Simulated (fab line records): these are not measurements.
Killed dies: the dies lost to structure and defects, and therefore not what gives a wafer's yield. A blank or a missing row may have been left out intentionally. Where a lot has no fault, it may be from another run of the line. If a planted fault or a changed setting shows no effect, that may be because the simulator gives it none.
fab line records	flow sky130
[record] lots = 6	wafers = 18	lastDay = 50
route steps=708 shown GATE_OXIDE@187 PAD_OPEN@708
lots that met no fault: from a run of the same line without faults
startH: hours from the record's opening day to when the first of the lot's shown wafers began	waitH: how many hours have passed since the lot's step before this one	" repeats the value in the row above	L1.1+2: a single row standing in for several wafers	- value missing, or start not given	* or withheld: withheld	< > ~ a bound
route shown NAME@n: a module of which the file shows steps, and the number in the route of the first	usual: mean/standard deviation of fault-free wafers	same: alike in all rows	chamber/n: place in a boat	sites: each site's reading	_std_site: the values' standard deviation	_edge_site: inner sites' mean taken away from outer sites' mean	radiusMm: how far each site lies from the wafer's centre	mask NAME#n: copy n	behind: the most recent tool/chamber to have shaped the wafer	hold: why the lot went on hold/how many hours it stayed there/how the hold came to an end	device: names the non-switching transistor (n, p or np)	end of line: the same wafers' tests at the end of the route	step lacking rows: just its recipe	killed: dies lost to structure and defects at the first sort, not the wafer's yield	map: the dies of a wafer, with x for killed, . for not killed, _ for no die there
set.NAME: setting as actually run; set.NAME@STEP: the setting as run at that earlier step	model.NAME: the simulator's own value behind a step, which no gauge read
a table for each step, a row for each wafer; lots at some steps of the route
services: when a tool's chamber went out of use (startH, in hours from the record's first day, below 0 if earlier), for how many hours, and the reason
[[steps]]
[step SKY_GATE_OXIDE_CLEAN_00]
[recipe] chemistry = SC1/SC2	mix = 1:4:20	tempC = 70	timeS = 150	dry = n2Spin
[step SKY_GATE_OXIDE_OXIDATION_01]
[recipe] tempC = 900	ambient = O2	stabiliseS = 600	purgeS = 300	targetThkA = 102.68	oxTimeS = 1473
[step SKY_GATE_OXIDE_THK_MEAS_02]
[recipe] reads = SiO2_of_GATE_OXIDE_OXIDATION_01
[usual] GATE_OXIDE_OXIDATION_00_THK = 10.34/0.2
lot.wafer	tool	chamber	startH	waitH	GATE_OXIDE_OXIDATION_00_THK[nm]
L347.2	filmMetro-03	-	356.81	0.0	10.43
L347.3	"	-	"	"	10.46
L347.6	"	-	"	"	10.35
L348.2	filmMetro-01	-	358.22	0.0	10.38
L348.5	"	-	"	"	10.21
L348.6	"	-	"	"	10.37
L350.1	filmMetro-03	-	379.12	0.0	10.40
L350.4	"	-	"	"	10.22
L350.5	"	-	"	"	10.14
L351.2	filmMetro-04	-	391.16	0.0	10.53
L351.4	"	-	"	"	10.41
L351.5	"	-	"	"	10.44
L359.3	filmMetro-03	-	451.68	0.0	10.23
L359.4	"	-	"	"	10.39
L359.5	"	-	"	"	10.26
L360.2	filmMetro-04	-	457.51	0.0	10.01
L360.3	"	-	"	"	10.20
L360.5	"	-	"	"	10.25
[step SKY_GATE_OXIDE_DEHYDRATE_03]
[recipe] tempC = 200	timeS = 60
[step SKY_GATE_OXIDE_HMDS_04]
[recipe] primeTimeS = 60	primeTempC = 120
[step SKY_GATE_OXIDE_COAT_05]
[recipe] resist = NOVOLAK	spinRpm = 3000	resistThkNm = 1140
[step SKY_GATE_OXIDE_SOFTBAKE_06]
[recipe] tempC = 90	timeS = 60	resist = NOVOLAK
[step SKY_GATE_OXIDE_EXPOSE_07]
[recipe] maskId = LVOM	na = 0.6	sourceShape = conventional	sigmaOuter = 0.6	polarization = unpolarized	targetCdNm = 600	doseMj = 170
[step SKY_GATE_OXIDE_PEB_08]
[recipe] tempC = withheld	timeS = *	resist = NOVOLAK
[step SKY_GATE_OXIDE_DEVELOP_09]
[recipe] resist = NOVOLAK	developer = TMAH	developTimeS = 60	devTempC = 23
[step SKY_GATE_OXIDE_OVL_MEAS_10]
[usual] GATE_OXIDE_OVL = -1.3/1.4
lot.wafer	tool	chamber	startH	waitH	GATE_OXIDE_OVL[nm]
L347.2	overlay-01	-	383.91	0.1	1.1
L347.3	"	-	"	"	-0.2
L347.6	"	-	"	"	-0.2
L348.2	overlay-01	-	385.61	0.1	-0.4
L348.5	"	-	"	"	-0.4
L348.6	"	-	"	"	-0.7
L350.1	overlay-02	-	407.89	0.1	-1.1
L350.4	"	-	"	"	-2.0
L350.5	"	-	"	"	-1.8
L351.2	overlay-02	-	420.21	0.1	-2.5
L351.4	"	-	"	"	-2.5
L351.5	"	-	"	"	-1.0
L359.3	overlay-01	-	482.36	0.1	-1.2
L359.4	"	-	"	"	2.1
L359.5	"	-	"	"	0.0
L360.2	overlay-02	-	488.01	0.1	-2.8
L360.3	"	-	"	"	-3.1
L360.5	"	-	"	"	-4.1
[step SKY_GATE_OXIDE_IMPLANT_11]
[recipe] species = B	energyKev = 10	doseCm2 = 2.6e+12	tiltDeg = withheld
[step SKY_GATE_OXIDE_WET_ETCH_12]
[recipe] chemistry = dHF	targetDepthNm = 16.8	dry = n2Spin	target = SiO2	dilution = 100:1	tempC = 25	timeS = 336
[usual] runLengthS = 364/4
lot.wafer	tool	chamber	startH	waitH	runLengthS	model.SiO2_of_FIELD_ISO_CVD_24.thkNm
L347.2	wetBench-01	1	384.09	0.1	361	362.1
L347.3	"	1	"	"	361	364.1
L347.6	"	1	"	"	361	364.3
L348.2	wetBench-01	1	385.79	0.1	199	373.3
L348.5	"	1	"	"	199	373.5
L348.6	"	1	"	"	199	373
L350.1	wetBench-01	0	408.08	0.1	207	373.9
L350.4	"	0	"	"	207	373.2
L350.5	"	0	"	"	207	373.3
L351.2	wetBench-03	2	420.39	0.1	360	363.9
L351.4	"	2	"	"	360	363.5
L351.5	"	2	"	"	360	363.9
L359.3	wetBench-01	2	482.54	0.1	369	364.6
L359.4	"	2	"	"	369	363.5
L359.5	"	2	"	"	369	364.2
L360.2	wetBench-03	3	488.19	0.1	363	365.2
L360.3	"	3	"	"	363	364.5
L360.5	"	3	"	"	363	364
[step SKY_GATE_OXIDE_STRIP_13]
[recipe] chemistry = O2/N2	powerW = 1400	pressureMtorr = 1500	platenTempC = withheld	o2FlowSccm = 3000	n2FlowSccm = 300	overashFraction = 0.5
[usual] drypumpMotorCurrentA = 5.9/0.5	oesProductAu = 0.715/0.0046	stripTimeToEndpointS = 14.19/0.031
[same] overashFraction = 0.5
lot.wafer	tool	chamber	startH	waitH	drypumpMotorCurrentA	oesProductAu	rfHoursCounterH	stripTimeToEndpointS
L347.2	plasmaAsher-03	0	384.19	0.0	6.4	0.720	56	14.22
L347.3	"	1	"	"	5.3	0.707	-	14.21
L347.6	"	0	"	"	6.4	0.717	-	14.22
L348.2	plasmaAsher-03	0	385.89	0.0	6.4	0.718	56	14.19
L348.5	"	1	"	"	5.3	0.708	-	14.16
L348.6	"	0	"	"	6.4	0.714	-	14.22
L350.1	plasmaAsher-04	0	408.19	0.0	6.4	0.714	74	14.20
L350.4	"	0	"	"	6.4	0.707	-	14.19
L350.5	"	1	"	"	6.5	0.708	-	14.18
L351.2	plasmaAsher-02	1	420.49	0.0	5.7	0.712	30	14.21
L351.4	"	1	"	"	5.7	0.723	-	14.18
L351.5	"	1	"	"	5.6	0.713	-	14.19
L359.3	plasmaAsher-02	0	482.68	0.0	5.4	0.717	-	14.22
L359.4	"	1	"	"	5.6	0.718	-	14.20
L359.5	"	1	"	"	5.7	0.720	-	14.17
L360.2	plasmaAsher-02	0	488.29	0.0	5.4	0.719	37	14.23
L360.3	"	0	"	"	5.4	0.709	-	14.22
L360.5	"	0	"	"	5.4	0.721	-	14.20
[step SKY_GATE_OXIDE_TW_MEAS_14]
[usual] GATE_OXIDE_TW = 223.7/1.8
lot.wafer	tool	chamber	startH	waitH	GATE_OXIDE_TW
L347.2	filmMetro-01	-	384.30	0.1	224.5
L347.3	"	-	"	"	225.1
L347.6	"	-	"	"	225.5
L348.2	filmMetro-03	-	386.00	0.1	225.4
L348.5	"	-	"	"	225.2
L348.6	"	-	"	"	224.1
L350.1	filmMetro-01	-	408.29	0.1	224.7
L350.4	"	-	"	"	223.9
L350.5	"	-	"	"	224.7
L351.2	filmMetro-03	-	420.60	0.1	225.5
L351.4	"	-	"	"	225.8
L351.5	"	-	"	"	226.3
L359.3	filmMetro-01	-	482.77	0.1	225.2
L359.4	"	-	"	"	224.5
L359.5	"	-	"	"	225.0
L360.2	filmMetro-03	-	488.40	0.1	224.9
L360.3	"	-	"	"	226.6
L360.5	"	-	"	"	225.7
[step SKY_GATE_OXIDE_CLEAN_15]
[recipe] chemistry = SC1/SC2	mix = 1:4:20	tempC = 70	timeS = 150	dry = n2Spin
[same] timeS = 150
lot.wafer	tool	chamber	startH	waitH	model.SiO2_of_FIELD_ISO_CVD_24.thkNm
L347.2	wetBench-01	1	384.35	0.0	361.5
L347.3	"	1	"	"	363.4
L347.6	"	1	"	"	363.6
L348.2	wetBench-02	1	386.05	0.0	372.6
L348.5	"	1	"	"	372.9
L348.6	"	1	"	"	372.3
L350.1	wetBench-02	1	408.35	0.1	373.2
L350.4	"	1	"	"	372.5
L350.5	"	1	"	"	372.7
L351.2	wetBench-03	1	420.65	0.0	363.2
L351.4	"	1	"	"	362.8
L351.5	"	1	"	"	363.3
L359.3	wetBench-01	1	482.81	0.0	363.9
L359.4	"	1	"	"	362.8
L359.5	"	1	"	"	363.5
L360.2	wetBench-01	3	488.45	0.0	364.5
L360.3	"	3	"	"	363.9
L360.5	"	3	"	"	363.3
[step SKY_GATE_OXIDE_OXIDATION_16]
[recipe] tempC = 800	ambient = O2	idleTempC = 700	rampUpCPerMin = 10	rampDownCPerMin = 3	stabiliseS = 600	purgeS = 300	targetThkA = 35.7	oxTimeS = 1915
[step SKY_PAD_OPEN_PROBE_99]
[usual] killed_at_M0_to_M3 = 43/6.5	killed_at_M4_up = 3.2/1.8	killedAtContacts = 24/5	killedAtFrontEnd = 15/4.1	killedAtOther = 0.3/0.54	killedDies = 85/9.3	killedOnRim = 16/4.1	killedOpen = 47/7.2	killedShort = 39/5.9
[same] grossDies = 492	killedAtBackSide = 0
lot.wafer	tool	chamber	startH	waitH	killed_at_M0_to_M3	killed_at_M4_up	killedAtContacts	killedAtFrontEnd	killedAtOther	killedDies	killedOnRim	killedOpen	killedShort
L348.2	prober-02	-	1132.31	0.1	44	2	13	433	0	492	96	33	38
L348.5	prober-02	-	1132.46	0.2	50	2	20	420	0	492	96	48	34
L348.6	prober-02	-	1132.51	0.2	46	5	11	430	0	492	96	37	39
L347.2	prober-01	-	1134.25	0.1	46	3	23	22	0	94	17	56	37
L347.3	prober-01	-	1134.30	0.2	51	1	29	16	0	97	18	53	42
L347.6	prober-01	-	1134.45	0.2	45	2	25	10	0	82	18	50	32
L350.1	prober-02	-	1146.70	0.1	45	3	33	410	1	492	96	64	35
L350.4	prober-02	-	1146.85	0.2	43	3	24	422	0	492	96	49	32
L350.5	prober-02	-	1146.90	0.2	35	4	24	429	0	492	96	36	36
L359.3	prober-01	-	1186.48	0.2	41	7	19	12	0	79	12	31	48
L359.4	prober-01	-	1186.53	0.2	37	4	21	20	0	82	14	46	36
L359.5	prober-01	-	1186.58	0.2	49	4	22	16	0	91	21	47	44
L360.2	prober-02	-	1189.34	0.1	42	4	26	10	0	82	19	44	38
L360.3	prober-02	-	1189.39	0.2	49	3	29	23	0	104	17	55	49
L360.5	prober-02	-	1189.49	0.2	44	1	22	10	1	78	13	41	37
// killed by level:class
L348.2 GATE_OXIDE:areaEtch=421 VIA1:geometricParticle:open=8 METAL2:geometricParticle:short=7 VIA3:geometricParticle:open=6 VIA2:geometricParticle:open=5 VIA2:geometricParticle:short=4 LI_CONTACT:geometricParticle:open=4 CONTACT:geometricParticle:open=4
L348.5 GATE_OXIDE:areaEtch=410 VIA1:geometricParticle:open=12 CONTACT:geometricParticle:open=10 METAL2:geometricParticle:short=9 VIA3:geometricParticle:open=7 VIA2:geometricParticle:open=6 LI_CONTACT:geometricParticle:open=5 FIELD_ISO:geometricParticle:short=4
L348.6 GATE_OXIDE:areaEtch=416 VIA3:geometricParticle:open=10 VIA2:geometricParticle:open=9 FIELD_ISO:geometricParticle:short=7 VIA1:geometricParticle:short=5 METAL2:geometricParticle:short=5 VIA2:geometricParticle:short=5 LOCAL_INTERCONNECT:geometricParticle:short=4
L347.2 CONTACT:geometricParticle:open=10 VIA1:geometricParticle:open=10 VIA2:geometricParticle:open=8 FIELD_ISO:geometricParticle:open=7 VIA3:geometricParticle:open=7 POLY_GATE:geometricParticle:open=5 LOCAL_INTERCONNECT:geometricParticle:short=5 VIA2:geometricParticle:short=5
L347.3 LI_CONTACT:geometricParticle:open=11 VIA1:geometricParticle:open=10 CONTACT:geometricParticle:open=10 METAL2:geometricParticle:short=9 METAL1:geometricParticle:short=7 VIA3:geometricParticle:open=7 LOCAL_INTERCONNECT:geometricParticle:short=5 FIELD_ISO:geometricParticle:short=4
L347.6 CONTACT:geometricParticle:open=11 VIA1:geometricParticle:open=11 METAL1:geometricParticle:short=7 LI_CONTACT:geometricParticle:open=6 VIA2:geometricParticle:open=6 FIELD_ISO:geometricParticle:open=5 CONTACT:geometricParticle:short=5 VIA3:geometricParticle:open=5
L350.1 GATE_OXIDE:areaEtch=393 VIA1:geometricParticle:open=14 CONTACT:geometricParticle:open=11 LI_CONTACT:geometricParticle:open=10 VIA2:geometricParticle:open=8 LI_CONTACT:geometricParticle:short=7 FIELD_ISO:geometricParticle:open=5 VIA1:geometricParticle:short=5
L350.4 GATE_OXIDE:areaEtch=411 VIA1:geometricParticle:open=15 LI_CONTACT:geometricParticle:open=11 VIA3:geometricParticle:open=5 METAL1:geometricParticle:short=5 CONTACT:geometricParticle:open=5 FIELD_ISO:geometricParticle:short=4 VIA2:geometricParticle:open=4
L350.5 GATE_OXIDE:areaEtch=420 CONTACT:geometricParticle:open=8 VIA2:geometricParticle:open=8 METAL3:geometricParticle:short=7 LI_CONTACT:geometricParticle:open=7 METAL4:geometricParticle:short=4 METAL2:geometricParticle:short=4 VIA1:geometricParticle:open=4
L359.3 CONTACT:geometricParticle:short=8 VIA1:geometricParticle:short=7 METAL1:geometricParticle:short=7 METAL4:geometricParticle:short=5 CONTACT:geometricParticle:open=5 VIA2:geometricParticle:open=5 METAL2:geometricParticle:short=4 VIA1:geometricParticle:open=4
L359.4 VIA1:geometricParticle:open=9 CONTACT:geometricParticle:open=8 VIA3:geometricParticle:open=7 FIELD_ISO:geometricParticle:short=6 POLY_GATE:geometricParticle:open=6 LI_CONTACT:geometricParticle:open=5 FIELD_ISO:geometricParticle:open=4 LI_CONTACT:geometricParticle:short=4
L359.5 METAL1:geometricParticle:short=10 VIA1:geometricParticle:open=7 VIA3:geometricParticle:open=7 CONTACT:geometricParticle:open=6 VIA2:geometricParticle:open=6 FIELD_ISO:geometricParticle:open=5 LI_CONTACT:geometricParticle:open=5 LOCAL_INTERCONNECT:geometricParticle:short=5
L360.2 CONTACT:geometricParticle:open=12 VIA1:geometricParticle:open=10 METAL2:geometricParticle:short=7 LI_CONTACT:geometricParticle:open=6 FIELD_ISO:geometricParticle:open=4 LOCAL_INTERCONNECT:geometricParticle:short=4 CONTACT:geometricParticle:short=4 VIA1:geometricParticle:short=4
L360.3 CONTACT:geometricParticle:open=13 VIA1:geometricParticle:open=12 METAL2:geometricParticle:short=10 FIELD_ISO:geometricParticle:open=6 VIA3:geometricParticle:open=6 FIELD_ISO:geometricParticle:short=5 LOCAL_INTERCONNECT:geometricParticle:short=5 VIA1:geometricParticle:short=5
L360.5 VIA1:geometricParticle:open=13 CONTACT:geometricParticle:open=8 CONTACT:geometricParticle:short=7 METAL2:geometricParticle:short=5 VIA2:geometricParticle:open=5 VIA3:geometricParticle:open=5 METAL1:geometricParticle:short=4 METAL3:geometricParticle:short=4
// map L348.2 (x killed, . not)
__________xxxxxxxxxx_________
________xxxxxxxxxxxxxx_______
______xxxxxxxxxxxxxxxxxx_____
_____xxxxxxxxxxxxxxxxxxxx____
____xxxxxxxxxxxxxxxxxxxxxx___
___xxxxxxxxxxxxxxxxxxxxxxxx__
__xxxxxxxxxxxxxxxxxxxxxxxxxx_
_xxxxxxxxxxxxxxxxxxxxxxxxxxxx
_xxxxxxxxxxxxxxxxxxxxxxxxxxxx
_xxxxxxxxxxxxxxxxxxxxxxxxxxxx
_xxxxxxxxxxxxxxxxxxxxxxxxxxxx
_xxxxxxxxxxxxxxxxxxxxxxxxxxxx
_xxxxxxxxxxxxxxxxxxxxxxxxxxxx
_xxxxxxxxxxxxxxxxxxxxxxxxxxxx
_xxxxxxxxxxxxxxxxxxxxxxxxxxxx
__xxxxxxxxxxxxxxxxxxxxxxxxxx_
___xxxxxxxxxxxxxxxxxxxxxxxx__
____xxxxxxxxxxxxxxxxxxxxxx___
_____xxxxxxxxxxxxxxxxxxxx____
______xxxxxxxxxxxxxxxxxx_____
________xxxxxxxxxxxxxx_______
__________xxxxxxxxxx_________
// map L350.1 (x killed, . not)
__________xxxxxxxxxx_________
________xxxxxxxxxxxxxx_______
______xxxxxxxxxxxxxxxxxx_____
_____xxxxxxxxxxxxxxxxxxxx____
____xxxxxxxxxxxxxxxxxxxxxx___
___xxxxxxxxxxxxxxxxxxxxxxxx__
__xxxxxxxxxxxxxxxxxxxxxxxxxx_
_xxxxxxxxxxxxxxxxxxxxxxxxxxxx
_xxxxxxxxxxxxxxxxxxxxxxxxxxxx
_xxxxxxxxxxxxxxxxxxxxxxxxxxxx
_xxxxxxxxxxxxxxxxxxxxxxxxxxxx
_xxxxxxxxxxxxxxxxxxxxxxxxxxxx
_xxxxxxxxxxxxxxxxxxxxxxxxxxxx
_xxxxxxxxxxxxxxxxxxxxxxxxxxxx
_xxxxxxxxxxxxxxxxxxxxxxxxxxxx
__xxxxxxxxxxxxxxxxxxxxxxxxxx_
___xxxxxxxxxxxxxxxxxxxxxxxx__
____xxxxxxxxxxxxxxxxxxxxxx___
_____xxxxxxxxxxxxxxxxxxxx____
______xxxxxxxxxxxxxxxxxx_____
________xxxxxxxxxxxxxx_______
__________xxxxxxxxxx_________
[[services]]
tool	chamber	startH	hours	kind
plasmaAsher-02	-	446.53	1.2	repair
[[key]]
[firstSign] step = SKY_GATE_OXIDE_WET_ETCH_12	reading = runLengthS	direction = down	sigmas = 40	usual = *	struck = *
[effect] step = SKY_PAD_OPEN_PROBE_99	reading = killedAtFrontEnd	direction = up	sigmas = 99+	usual = 15	struck = 424
[modelEffect] step = SKY_GATE_OXIDE_WET_ETCH_12	value = SiO2_of_FIELD_ISO_CVD_24.thkNm	without = 364.4	struck = 373.4
[modelEffect] step = SKY_GATE_OXIDE_CLEAN_15	value = SiO2_of_FIELD_ISO_CVD_24.thkNm	without = 363.7	struck = 372.7
[moreKillsBornAt] SKY_GATE_OXIDE_WET_ETCH_12@wetBench-01 = 2471
metAt SKY_GATE_OXIDE_WET_ETCH_12
struckWafers L348.2,L348.5,L348.6,L350.1,L350.4,L350.5
laterRowsLeftOut L348.2,L348.5,L348.6,L350.1,L350.4,L350.5
testerLeftOut L348,L350
onsetBetween 384.09 385.79
[fault] kind = processParameterDrift	tool = wetBench-01	chamber = -	onsetH = 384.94	steps = SKY_GATE_OXIDE_WET_ETCH_12	channel = timeS	offset = *	shape = step	endH = 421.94	actsIn = *	stated = *
// testerLeftOut: of these lots the tester's yield and bins aren't shown, on N5 and GAA mostly nor the transistor test; their killed dies are dies lost to structure and defects alone, not to doping, threshold or leakage, so they don't give the yield
// laterRowsLeftOut: the simulator's readings of these wafers behind a module that went badly wrong aren't trusted and aren't shown, but for the sort
